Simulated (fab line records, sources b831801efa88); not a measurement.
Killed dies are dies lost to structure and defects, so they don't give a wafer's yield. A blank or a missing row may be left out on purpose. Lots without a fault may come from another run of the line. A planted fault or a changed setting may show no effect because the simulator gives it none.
fab line records | flow sky130 | part 2 of 2: steps 23 to 33 of 33
record lots=5 wafers=15 last_day=49
route steps=708 shown FIELD_ISO@3 NWELL@32 DNWELL@35
lots that met no fault: from a run of the same line without faults
start_h: hours from the record's first day to the start of the lot's first wafer shown | wait_h: hours since the lot's step before | " the same as in the row above | L1.1+2: a row that stands for several wafers | - no value, or no start given | * or withheld: withheld | < > ~ a bound
route shown NAME@n: a module of which the file shows steps, and the number in the route of the first | usual: mean/standard deviation of fault-free wafers | same: alike in all rows | chamber/n: place in a boat | sites: the reading at each site | _std_site: their standard deviation | _edge_site: outer sites' mean less inner sites' | radius_mm: how far each site lies from the wafer's centre | mask NAME#n: copy n | behind: the tool/chamber that last shaped the wafer | hold: why the lot was held/for how many hours/how that ended | device: the transistor (n, p or np) that didn't switch | end of line: the same wafers' tests at the end of the route | a step without rows: its recipe alone | killed: dies lost to structure and defects at the first sort, not the wafer's yield | map: a wafer's dies, x killed, . not, _ none there
set.NAME: the setting as run; set.NAME@STEP: as run at that earlier step | model.NAME: the simulator's own value behind a step, which no gauge read
lots at some steps of the route; a table a step, a row a wafer
services: from which hour (start_h, from the record's first day; less than 0 if before it) a tool's chamber was out of use, for how many hours, and why
## steps
# step SKY_FIELD_ISO_CVD_24
# recipe material=SiO2 target_thk_nm=595 temp_c=650 sigma_open_frac=0.3 time_s=99.2 sih4_flow_sccm=60 pressure_mtorr=6
# usual pressure_mtorr=5.999/0.012
# columns lot.wafer tool chamber start_h wait_h pressure_mtorr
L075.2 hdpcvd-01 0 36.24 0.0 6.018
L075.3 " 2 " " 6.020
L075.6 " 1 " " 6.014
L082.2 hdpcvd-01 1 72.69 0.0 6.009
L082.4 " 2 " " 6.011
L082.5 " 1 " " 6.004
L083.4 hdpcvd-01 1 77.90 0.1 5.994
L083.5 " 2 " " 6.001
L083.6 " 0 " " 5.991
L090.1 hdpcvd-02 0 114.46 0.1 6.012
L090.3 " 2 " " 6.003
L090.5 " 2 " " 5.980
L094.2 hdpcvd-02 2 135.61 0.0 5.990
L094.4 " 1 " " 5.993
L094.5 " 0 " " 6.002
# step SKY_FIELD_ISO_THK_MEAS_25
# recipe reads=SiO2_of_FIELD_ISO_CVD_24
# usual FIELD_ISO_CVD_24_THK=596/6.6
# columns lot.wafer tool chamber start_h wait_h FIELD_ISO_CVD_24_THK[nm]
L075.2 film_metro-02 - 36.32 0.0 608
L075.3 " - " " 608
L075.6 " - " " 597
L082.2 film_metro-04 - 72.77 0.0 592
L082.4 " - " " 594
L082.5 " - " " 594
L083.4 film_metro-02 - 77.97 0.0 594
L083.5 " - " " 596
L083.6 " - " " 596
L090.1 film_metro-04 - 114.53 0.0 597
L090.3 " - " " 599
L090.5 " - " " 597
L094.2 film_metro-01 - 135.69 0.0 590
L094.4 " - " " 580
L094.5 " - " " 594
# step SKY_FIELD_ISO_ANNEAL_26
# recipe temp_c=1000 time_s=1800 ambient=N2
# usual spike_tc_bottom_C=1019.3/3 spike_tc_centre_C=1000.5/1.3 spike_tc_lower_C=1000.8/1.1
# columns lot.wafer tool chamber start_h wait_h spike_tc_bottom_C spike_tc_centre_C spike_tc_lower_C
L075.2 furnace-02 0 36.37 0.0 1020.6 999.8 1000.8
L075.3 " 0 " " 1020.7 1000.7 1002.4
L075.6 " 0 " " 1022.3 1001.0 1000.8
L082.2 furnace-02 0 72.82 0.0 1020.6 999.7 1000.5
L082.4 " 0 " " 1020.5 999.5 1001.6
L082.5 " 0 " " 1022.1 999.3 1002.1
L083.4 furnace-01 0 78.37 0.4 1014.5 1001.0 999.8
L083.5 " 0 " " 1016.3 1002.4 1003.2
L083.6 " 0 " " 1016.4 1000.6 999.1
L090.1 furnace-01 0 114.59 0.1 1016.1 1002.1 999.8
L090.3 " 0 " " 1016.7 1002.2 1002.6
L090.5 " 0 " " 1015.9 1002.2 999.4
L094.2 furnace-01 0 136.53 0.8 1016.8 1001.0 1003.7
L094.4 " 0 " " 1016.1 1001.4 1001.6
L094.5 " 0 " " 1015.0 1002.5 1000.9
# step SKY_FIELD_ISO_CMP_27
# recipe stop_on=Si3N4 t_overpolish_s=16 down_force_psi=4 platen_rpm=60 target_thk_nm=457.8 pad_velocity_m_s=0.94248
# usual motor_current_A=10.9/1.2 overpolish_run_s=15.999/0.0088 time_to_endpoint_s=114/3.6
# columns lot.wafer tool chamber start_h wait_h motor_current_A overpolish_run_s time_to_endpoint_s
L075.3 cmp-02 0 37.87 0.0 9.8 16.024 111
L075.2 " 3 " " 11.1 16.001 118
L075.6 " 0 " " 9.6 15.992 109
L082.2 cmp-01 0 74.37 0.1 10.1 16.006 109
L082.4 " 2 " " 9.1 16.002 115
L082.5 " 3 " " 10.6 15.995 116
L083.4 cmp-02 1 79.97 0.1 13.0 15.997 115
L083.5 " 3 " " 11.1 16.000 118
L083.6 " 0 " " 9.4 16.004 112
L090.3 cmp-02 2 116.14 0.1 11.4 15.997 112
L090.1 " 0 " " 9.5 15.997 107
L090.5 " 2 " " 12.0 15.999 112
L094.2 cmp-02 3 138.08 0.1 11.1 15.995 115
L094.4 " 0 " " 9.4 15.996 107
L094.5 " 2 " " 11.6 15.993 116
# step SKY_FIELD_ISO_WET_ETCH_28
# recipe chemistry=dHF target_depth_nm=23.7 target=SiO2 dilution=10:1 temp_c=25 time_s=47
# columns lot.wafer tool chamber start_h wait_h
L075.2+3+6 wet_bench-01 2 38.17 0.1
L082.2+4+5 wet_bench-01 1 74.62 0.2
L083.4+5+6 wet_bench-03 2 80.17 0.1
L090.1+3+5 wet_bench-03 3 116.39 0.1
L094.2+4+5 wet_bench-03 0 138.33 0.2
# step SKY_FIELD_ISO_WET_ETCH_29
# recipe chemistry=H3PO4 target_depth_nm=160 target=Si3N4 temp_c=160 time_s=1825
# columns lot.wafer tool chamber start_h wait_h
L075.2+3+6 wet_bench-03 3 38.19 0.0
L082.2+4+5 wet_bench-03 1 74.64 0.0
L083.4+5+6 wet_bench-02 3 80.19 0.0
L090.1+3+5 wet_bench-01 3 116.41 0.0
L094.2+4+5 wet_bench-01 2 138.37 0.0
# step SKY_FIELD_ISO_WET_ETCH_30
# recipe chemistry=dHF target_depth_nm=25 target=SiO2 dilution=10:1 temp_c=25 time_s=50
# columns lot.wafer tool chamber start_h wait_h
L075.2+3+6 wet_bench-01 3 38.71 0.0
L082.2+4+5 wet_bench-02 3 75.16 0.0
L083.4+5+6 wet_bench-03 2 80.71 0.0
L090.1+3+5 wet_bench-03 1 116.93 0.0
L094.2+4+5 wet_bench-02 3 138.89 0.0
# step SKY_NWELL_CLEAN_00
# recipe chemistry=SC1/SC2 mix=1:4:20 temp_c=70 time_s=150 dry=n2_spin
# columns lot.wafer tool chamber start_h wait_h
L075.2+3+6 wet_bench-02 3 38.73 0.0
L082.2+4+5 wet_bench-01 1 75.18 0.0
L083.4+5+6 wet_bench-01 1 80.73 0.0
L090.1+3+5 wet_bench-02 0 116.95 0.0
L094.2+4+5 wet_bench-03 3 138.91 0.0
# step SKY_NWELL_OXIDATION_01
# recipe temp_c=900 ambient=O2 stabilise_s=600 purge_s=300 target_thk_a=100 ox_time_s=1418
# usual spike_tc_bottom_C=919.0/3 spike_tc_centre_C=900.5/1.5 spike_tc_lower_C=900.7/1
# columns lot.wafer tool chamber start_h wait_h spike_tc_bottom_C spike_tc_centre_C spike_tc_lower_C
L075.2 furnace-02 0 38.79 0.0 921.1 900.2 901.6
L075.3 " 0 " " 922.2 898.9 900.5
L075.6 " 0 " " 922.7 897.4 901.2
L082.2 furnace-01 0 76.98 1.7 916.7 900.8 901.6
L082.4 " 0 " " 915.7 900.9 901.7
L082.5 " 0 " " 915.3 900.2 899.3
L083.4 furnace-01 0 81.25 0.5 916.6 900.5 901.7
L083.5 " 0 " " 916.0 902.7 903.2
L083.6 " 0 " " 916.1 901.3 899.5
L090.1 furnace-01 0 118.05 1.0 915.5 901.3 902.5
L090.3 " 0 " " 916.3 899.6 902.2
L090.5 " 0 " " 916.9 900.9 901.5
L094.2 furnace-01 0 139.02 0.0 915.4 901.7 900.7
L094.4 " 0 " " 917.1 901.4 901.2
L094.5 " 0 " " 918.2 902.5 903.1
# step SKY_NWELL_THK_MEAS_02
# recipe reads=SiO2_of_NWELL_OXIDATION_01
# usual NWELL_OXIDATION_THK=9.97/0.18
# columns lot.wafer tool chamber start_h wait_h NWELL_OXIDATION_THK[nm]
L075.2 film_metro-04 - 40.19 0.0 10.09
L075.3 " - " " 10.00
L075.6 " - " " 10.04
L082.2 film_metro-04 - 78.38 0.0 10.00
L082.4 " - " " 9.96
L082.5 " - " " 9.90
L083.4 film_metro-01 - 82.68 0.0 10.12
L083.5 " - " " 10.11
L083.6 " - " " 9.99
L090.1 film_metro-01 - 119.44 0.0 10.17
L090.3 " - " " 10.37
L090.5 " - " " 10.03
L094.2 film_metro-04 - 140.42 0.0 9.93
L094.4 " - " " 9.82
L094.5 " - " " 9.86
# step SKY_DNWELL_DEHYDRATE_00
# recipe temp_c=200 time_s=60
# usual chill_plate_temp_C=22.98/0.1 exhaust_pa=45.1/0.88
# columns lot.wafer tool chamber start_h wait_h chill_plate_temp_C exhaust_pa
L075.2 litho_track-04 0 47.14 6.9 22.89 44.2
L075.3 " 0 " " 23.04 45.7
L075.6 " 0 " " 22.96 45.2
L082.2 litho_track-01 0 86.46 8.1 23.02 45.1
L082.4 " 0 " " 22.95 45.3
L082.5 " 0 " " 22.99 44.1
L083.4 litho_track-04 0 90.34 7.7 22.93 44.8
L083.5 " 0 " " 22.92 45.2
L083.6 " 0 " " 22.85 44.5
L090.1 litho_track-01 0 128.39 8.9 23.14 45.1
L090.3 " 0 " " 23.10 44.4
L090.5 " 0 " " 23.09 45.3
L094.2 litho_track-02 0 149.58 9.1 22.99 47.2
L094.4 " 0 " " 22.86 45.3
L094.5 " 0 " " 23.11 46.6
## services
# columns tool chamber start_h hours kind
krf_scanner-02 - 15.31 1.3 pm
krf_scanner-02 - 20.75 0.5 repair
rie_diel-04 0 26.37 4.9 repair
rie_diel-04 - 27.49 62.6 repair
rie_diel-04 3 43.08 7.4 repair
rie_diel-03 1 45.53 1.7 repair
rie_diel-04 2 48.41 6.5 repair
rie_diel-02 0 51.84 1.6 repair
krf_scanner-02 - 53.05 0.8 pm
krf_scanner-01 - 60.45 1.0 pm
rie_diel-02 2 62.86 4.3 repair
cmp-02 - 64.00 4.0 pm
hdpcvd-02 - 66.75 15.0 pm
hdpcvd-02 0 67.02 3.4 repair
rie_diel-02 3 88.52 4.3 repair
krf_scanner-02 - 95.20 0.7 repair
plasma_asher-02 - 98.20 15.6 pm
hdpcvd-01 - 103.02 14.6 pm
lpcvd-02 - 103.85 0.8 repair
furnace-02 - 116.63 3.3 pm
cmp-02 - 119.28 2.4 repair
rie_diel-02 - 119.93 2.8 pm
krf_scanner-02 - 140.12 1.0 pm
furnace-02 - 149.44 3.7 pm
